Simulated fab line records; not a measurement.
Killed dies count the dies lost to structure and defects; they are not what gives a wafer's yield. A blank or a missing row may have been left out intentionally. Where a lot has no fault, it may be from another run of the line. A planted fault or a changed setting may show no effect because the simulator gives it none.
A lot that was struck, set against a sound lot || flow gf180mcu || 37 steps out of a route of 602
Sound: the wafers L407.2, L407.3, L407.6. Wafers L416.1, L416.2, L416.3 were the ones struck. The cause is given at the end.
Each step with rows lists, per side, the tool, then ch with its chambers, then its first start. Under that, the readings that differ: sound wafers || struck wafers || difference of the means || sigmas: that difference in standard deviations of wafers without a fault.
alike: words and numbers the same on both sides, and readings whose means are apart by under 2 such deviations; not compared: readings that were withheld, readings missing a value for some wafer, numbers with overlapping values and no deviation given by the record, and bounds like >300 which may hide the same value.
A row with sigmas, a row that says differs or no value, or rows on one side alone: a step with any of these is where the two part. Non-overlapping numbers with no deviation appear without sigmas and do not part them. A reading missing from all wafers of one side parts the sides only when that side holds two or more wafers.

first, 1 step without rows for these wafers: GF_M5_DEVELOP_06 (develop time 60 s).
GF_M5_CD_MEAS_07 targets a cd of 280 nm.
  sound on cd_sem-02, day 26 08:14; struck on cd_sem-01, day 29 05:36
  alike: cd_nm
GF_M5_OVL_MEAS_08:
  sound on overlay-01, day 26 08:20; struck on overlay-02, day 29 05:43
  alike: M5_OVL
then, 1 step without rows for these wafers: GF_M5_ETCH_09 (etches Si3N4 in CF4/O2, target depth 52 nm, time 11.6 s).
GF_M5_METAL_ETCH_10: etches the open film in Cl2/BCl3, stops on SiO2, target depth 627.5 nm, time 100.5 s.
  sound on rie_metal-04 ch 0,1, day 26 08:23; struck on rie_metal-03 ch 0,1, day 29 05:47
  alike: bias_w, drypump_motor_current_A, oes_product_au, throttle_valve_pct
  not compared: rf_hours_counter_h
then, 4 steps without rows for these wafers: GF_M5_STRIP_11 (strips in O2/N2); GF_M5_STRIP_12 (strips in post etch residue remover, time 1200 s); GF_M5_CLEAN_13 (cleans in DIW); GF_V5_CVD_00 (deposits SiO2, target thk 300 nm, time 50 s).
GF_V5_THK_MEAS_01:
  sound on film_metro-02, day 26 09:05; struck on film_metro-02, day 29 06:28
  alike: V5_CVD_00_THK
then, 1 step without rows for these wafers: GF_V5_CVD_02 (deposits SiO2 from TEOS, target thk 1450 nm, time 163.28 s).
GF_V5_THK_MEAS_03:
  sound on film_metro-01, day 26 09:15; struck on film_metro-04, day 29 06:38
  alike: V5_CVD_02_THK
GF_V5_CMP_04: polishes SiO2.
  sound on cmp-01 ch 1,2,3, day 26 09:18; struck on cmp-02 ch 1,2,3, day 29 06:44
{"reading": "model.SiO2_of_V5_CVD_02.thk_nm (nm)", "sound": "853.7 854.4 854.6", "struck": "1056 1061 1065", "difference": "+206", "sigmas": ""}
  alike: head_pressure_psi, motor_current_A, slurry_filter_dp_kPa
GF_V5_BOW_MEAS_05:
  sound on film_metro-02, day 26 09:37; struck on film_metro-02, day 29 06:59
  alike: V5_BOW
then, 8 steps without rows for these wafers: GF_V5_DEHYDRATE_06 (time 60 s); GF_V5_HMDS_07 (prime time 60 s); GF_V5_COAT_08; GF_V5_COAT_09 (resist thk 1000 nm); GF_V5_SOFTBAKE_10 (time 62.06 s); GF_V5_EXPOSE_11 (exposes mask Via5, target cd 260 nm); GF_V5_PEB_12 (peb time 90 s); GF_V5_DEVELOP_13 (develop time 60 s).
GF_V5_CD_MEAS_14 targets a cd of 260 nm.
  sound on cd_sem-02, day 27 06:09; struck on cd_sem-02, day 30 01:49
  alike: cd_nm
GF_V5_OVL_MEAS_15:
  sound on overlay-01, day 27 06:15; struck on overlay-02, day 30 01:56
  alike: V5_OVL
GF_V5_ETCH_16: etches BARC in N2/H2.
  sound on rie_diel-02 ch 0,1,3, day 27 06:17; struck on rie_diel-03 ch 1,2,3, day 30 01:58
  alike: bias_w, drypump_motor_current_A, h2_flow_sccm, n2_flow_sccm, oes_product_au, throttle_valve_pct
GF_V5_ETCH_17: etches SiO2 in C4F8/O2/Ar, stops on TiN, target depth 855 nm.
  sound: rie_diel-02 ch 0,1,3; struck: rie_diel-03 ch 1,2,3
{"reading": "oes_product_au (a.u.)", "sound": "0.855 0.863 0.860", "struck": "0.978 0.970 0.976", "difference": "+0.115", "sigmas": "+24"}
{"reading": "model.V5.feature_depth_nm (nm)", "sound": "853.7 854.4 854.6", "struck": "1056 1061 1065", "difference": "+206", "sigmas": ""}
{"reading": "model.etch.depth_nm (nm)", "sound": "853.7 854.4 854.6", "struck": "1056 1061 1065", "difference": "+206", "sigmas": ""}
  alike: bias_w
GF_V5_STRIP_18: strips in O2/N2.
  sound on plasma_asher-02 ch 1, day 27 06:26; struck on plasma_asher-01 ch 0,1, day 30 02:07
{"reading": "drypump_motor_current_A (A)", "sound": "5.6 5.6 5.6", "struck": "6.4 5.9 6.4", "difference": "+0.6", "sigmas": "+2"}
{"reading": "heater_power_w (W)", "sound": "296 290 293", "struck": "421 358 410", "difference": "+103", "sigmas": "+2"}
  alike: n2_flow_sccm, oes_product_au
  not compared: rf_hours_counter_h
then, 2 steps without rows for these wafers: GF_V5_STRIP_19 (strips in post etch residue remover, time 1200 s); GF_V5_CLEAN_20 (cleans in DIW).
GF_V5_SPUTTER_21: material Ti, target thk 15 nm, time 80.02 s.
  sound on pvd_sputter-04, day 27 06:59; struck on pvd_sputter-03, day 30 02:39
  alike: throttle_valve_pct
GF_V5_SPUTTER_22: material TiN, target thk 10 nm, time 40 s.
  sound on pvd_sputter-04, day 27 07:02; struck on pvd_sputter-03, day 30 02:43
  alike: throttle_valve_pct
then, 1 step without rows for these wafers: GF_V5_CVD_23 (deposits W, target thk 350 nm, time 104.9 s).
GF_V5_RS_MEAS_24: a four-point-probe measurement.
  sound on film_metro-02, day 27 07:13; struck on film_metro-02, day 30 02:52
  alike: V5_W_RS
GF_V5_THK_MEAS_25: measures by xrf.
  sound on film_metro-02, day 27 07:19; struck on film_metro-02, day 30 02:59
  alike: V5_W_THK
GF_V5_CMP_26: polishes, stops on SiO2, t overpolish 15 s, target thk 0 nm.
  sound on cmp-02 ch 0,3, day 27 07:22; struck on cmp-01 ch 0,1,2, day 30 03:02
{"reading": "model.SiO2_of_V5_CVD_02.thk_nm (nm)", "sound": "849.9 850.6 850.8", "struck": "1053 1057 1062", "difference": "+207", "sigmas": ""}
  alike: head_pressure_psi, motor_current_A, slurry_filter_dp_kPa
then, 1 step without rows for these wafers: GF_TOP_METAL_SPUTTER_00 (material Ti, target thk 37.5 nm, time 150 s).
GF_PASSIVATION_PROBE_99:
  sound on prober-01, day 29 03:01; struck on prober-02, day 31 18:26
  not compared: model.etest.via5_chain.rc_ohm

WHERE THEY PART
Last at GF_V5_STRIP_18 as far as this record goes, first at GF_V5_ETCH_17. Later steps at which nothing parts them and some readings are alike: GF_V5_SPUTTER_21, GF_V5_SPUTTER_22, GF_V5_RS_MEAS_24, GF_V5_THK_MEAS_25, GF_V5_CMP_26.

WHY: whatever the simulator had introduced
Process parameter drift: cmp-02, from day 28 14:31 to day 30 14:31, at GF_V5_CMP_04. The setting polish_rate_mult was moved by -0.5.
